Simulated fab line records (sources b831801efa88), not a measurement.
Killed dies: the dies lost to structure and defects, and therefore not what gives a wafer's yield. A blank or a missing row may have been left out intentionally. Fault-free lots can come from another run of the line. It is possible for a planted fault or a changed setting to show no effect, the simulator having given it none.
A lot that was struck, set against a sound lot | flow sky130 | 15 out of 708 route steps
Sound: wafers L699.1, L699.2, L699.4. Wafers L712.1, L712.3, L712.4 were the ones struck. Last of all comes the cause.
Per side, at each step with rows, come the tool, then ch with its chambers, and then its first start. Under that, the readings that differ: sound wafers | struck wafers | difference of the means | sigmas: that difference in standard deviations of wafers without a fault.
alike: readings with means less than 2 such deviations apart, plus words and numbers identical on both sides. not compared: withheld readings, readings lacking a value on some wafer, bounds such as >300 that could conceal the same value, and numbers that have no deviation in the record and whose values overlap.
Wherever a step has rows on one side only, a row that says differs or no value, or a row with sigmas, the two part there. Numbers that don't overlap but have no deviation are shown without sigmas and don't part them. A reading that every wafer of one side lacks parts them only if that side has two wafers or more.

first, 2 steps without rows for these wafers: SKY_PASSIVATION_PEB_09; SKY_PASSIVATION_DEVELOP_10 (develop time 60 s).
SKY_PASSIVATION_ETCH_11: etches the open film in CF4/O2, stops on AlCu, target depth 725 nm, time 161.1 s.
  sound on rieDiel-02 ch 0,1,2, day 45 05:31; struck on rieDiel-03 ch 1,2,3, day 48 16:49
  alike: drypumpMotorCurrentA, oesProductAu, throttleValvePct
  not compared: rfHoursCounterH
SKY_PASSIVATION_STRIP_12: strips in O2/N2.
  sound on plasmaAsher-03 ch 0,1, day 45 05:37; struck on plasmaAsher-03 ch 0,1, day 48 16:56
  alike: chamberPressureMTorr, drypumpMotorCurrentA, oesProductAu, stripTimeToEndpointS
  not compared: rfHoursCounterH
then, 7 steps without rows for these wafers: SKY_PAD_OPEN_DEHYDRATE_00 (time 60 s); SKY_PAD_OPEN_HMDS_01 (prime time 60 s); SKY_PAD_OPEN_COAT_02 (resist thk 3000 nm); SKY_PAD_OPEN_SOFTBAKE_03; SKY_PAD_OPEN_EXPOSE_04 (exposes mask PDM, target cd 60000 nm); SKY_PAD_OPEN_PEB_05; SKY_PAD_OPEN_DEVELOP_06 (develop time 60 s).
SKY_PAD_OPEN_ETCH_07: etches the open film in CF4/O2, stops on AlCu, target depth 725 nm, time 161.1 s.
  sound on rieDiel-03 ch 1,2,3, day 46 02:10; struck on rieDiel-01 ch 1,3, day 49 09:58
reading              | sound             | struck            | difference | sigmas
throttleValvePct (%) | 5.951 5.954 5.956 | 5.973 5.971 5.981 | +0.021     | +2
  alike: drypumpMotorCurrentA, oesProductAu
  not compared: rfHoursCounterH
SKY_PAD_OPEN_STRIP_08: strips in O2/N2.
  sound on plasmaAsher-02 ch 0,1, day 46 02:16; struck on plasmaAsher-03 ch 0,1, day 49 10:04
  no value came back on the struck wafers for chamberPressureMTorr (mTorr), drypumpMotorCurrentA (A), oesProductAu (a.u.), stripTimeToEndpointS (s); on the sound wafers chamberPressureMTorr (mTorr) reads 1499.3 1498.1 1501.8
reading                                   | sound | struck         | difference | sigmas
model.coat_of_PAD_OPEN_COAT_02.thkNm (nm) | 0 0 0 | 3004 3006 3015 | +3008      | 
  not compared: rfHoursCounterH
then, 1 step without rows for these wafers: SKY_PAD_OPEN_STRIP_09 (strips in post etch residue remover, time 1244 s).
SKY_PAD_OPEN_PROBE_99:
  the record holds rows for the sound wafers here (prober-01, day 46 04:29) but none for the struck ones

WHERE THEY PART
Earliest at SKY_PAD_OPEN_ETCH_07; latest, in this record, at SKY_PAD_OPEN_PROBE_99.

WHY: what the simulator had put in
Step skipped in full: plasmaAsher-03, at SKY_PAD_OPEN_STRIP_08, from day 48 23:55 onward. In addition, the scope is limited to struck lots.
